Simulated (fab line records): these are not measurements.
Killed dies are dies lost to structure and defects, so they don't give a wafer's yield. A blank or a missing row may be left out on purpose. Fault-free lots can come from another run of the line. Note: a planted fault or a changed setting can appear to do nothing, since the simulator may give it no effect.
Problem report, 8D (eight disciplines) form, completed by code || flow gf180mcu || the parts of the form that need people (team, actions taken, sign-off) are left out

== 1. THE ISSUE ==
M3_ALCU_RS at GF_M3_RS_MEAS_05 reads a mean of 0.0778 ohm/sq on 9 wafers of 3 lots; wafers without a fault read 0.0695 ohm/sq with a standard deviation of 0.00074. Relative to the usual mean, that is a shift of +11 standard deviations.
The step: measures by four-point-probe.
First seen on wafer L589.3, day 23 11:32, on film metro-02. Wafers with a number at this step in the record: 33, from 11 lots. Rule for "out", or "out of limits": more than 4 standard deviations from the usual mean. Any other wafer with a number is counted as sound.

== 2. WHAT IT IS, AND WHAT IT ISN'T ==
{"question": "which readings at this step", "is": "M3_ALCU_RS", "is not": "-"}
{"question": "which lots", "is": "L589, L590, L591", "is not": "L584, L594, L595, L597, L599, L600, L603, L604"}
{"question": "which wafers of those lots", "is": "all that have a number", "is not": "-"}
{"question": "read on which gauges", "is": "film metro-02, film metro-03", "is not": "film metro-04"}
{"question": "when", "is": "from day 23 11:32", "is not": "up to then (3 sound wafers); but 21 sound wafers of L594, L595, L597, L599, L600, L603, L604 came after"}

== 3. WHAT RULES OUT EACH SUSPECT ==
Counting: a tool at any process step up to the reading remains a suspect when it ran all the lots that are out and ran no sound lot after the first of those.
- the gauge at GF_M3_RS_MEAS_05 has been ruled out. Those wafers that are out were read across 2 gauges (film metro-02, film metro-03).
- pvd sputter-01 at GF_M3_SPUTTER_02 (material AlCu, target thk 450 nm, time 23.9 s): ruled out as a lasting fault. Following L589 (day 23 11:25), the first lot on it that is out, the sound lots L603 were run on it.
Left after counting: nothing in the record.

== 4. THE CAUSE (what the simulator had put in) ==
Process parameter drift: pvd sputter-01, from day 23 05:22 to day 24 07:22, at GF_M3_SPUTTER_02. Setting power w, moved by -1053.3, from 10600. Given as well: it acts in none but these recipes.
The count ruled it out by mistake, since the rule takes a fault to strike every lot its tool runs from the start of the fault on, and this one did not do so.

== 5. SEQUENCE OF EFFECTS, ordered by route ==
Each row: a reading where the mean over the struck wafers with a number is more than 3 standard deviations away from the usual. Readings are gone through only where the record gives a usual standard deviation; hours: the median, over the lots, of the time from a lot's start at the first step in this table giving one to that lot's start at this step; sigmas: the change measured in usual standard deviations.
{"hours": 0, "step": "GF_M3_SPUTTER_02", "reading": "cathode dc power W", "usual": "10600 W", "on struck wafers": 9547, "change": -1053, "sigmas": "-99 or more"}
{"hours": 0, "step": "GF_M3_RS_MEAS_05", "reading": "M3_ALCU_RS", "usual": "0.0695 ohm/sq", "on struck wafers": 0.0778, "change": "+0.0083", "sigmas": "+11"}
{"hours": 0, "step": "GF_M3_THK_MEAS_06", "reading": "M3_ALCU_THK", "usual": "447 nm", "on struck wafers": 401, "change": -46, "sigmas": -8.1}
The process steps in it:
- GF_M3_SPUTTER_02: material AlCu, target thk 450 nm, time 23.9 s.
At these later measuring or inspecting steps, every struck wafer for which the step has a row has a number for every such reading, and none has moved that far: GF_M3_OVL_MEAS_15.

== 6. HOW IT WOULD HAVE BEEN CAUGHT EARLIER ==
In this record the first reading out of limits at a measuring or inspecting step was taken at day 23 11:32, 6 hours after the fault began at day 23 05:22.
The tool's own readings at GF_M3_SPUTTER_02 were out on every struck wafer that the step has a row for (cathode dc power W): an alarm limit on them would have fired on the first of those.
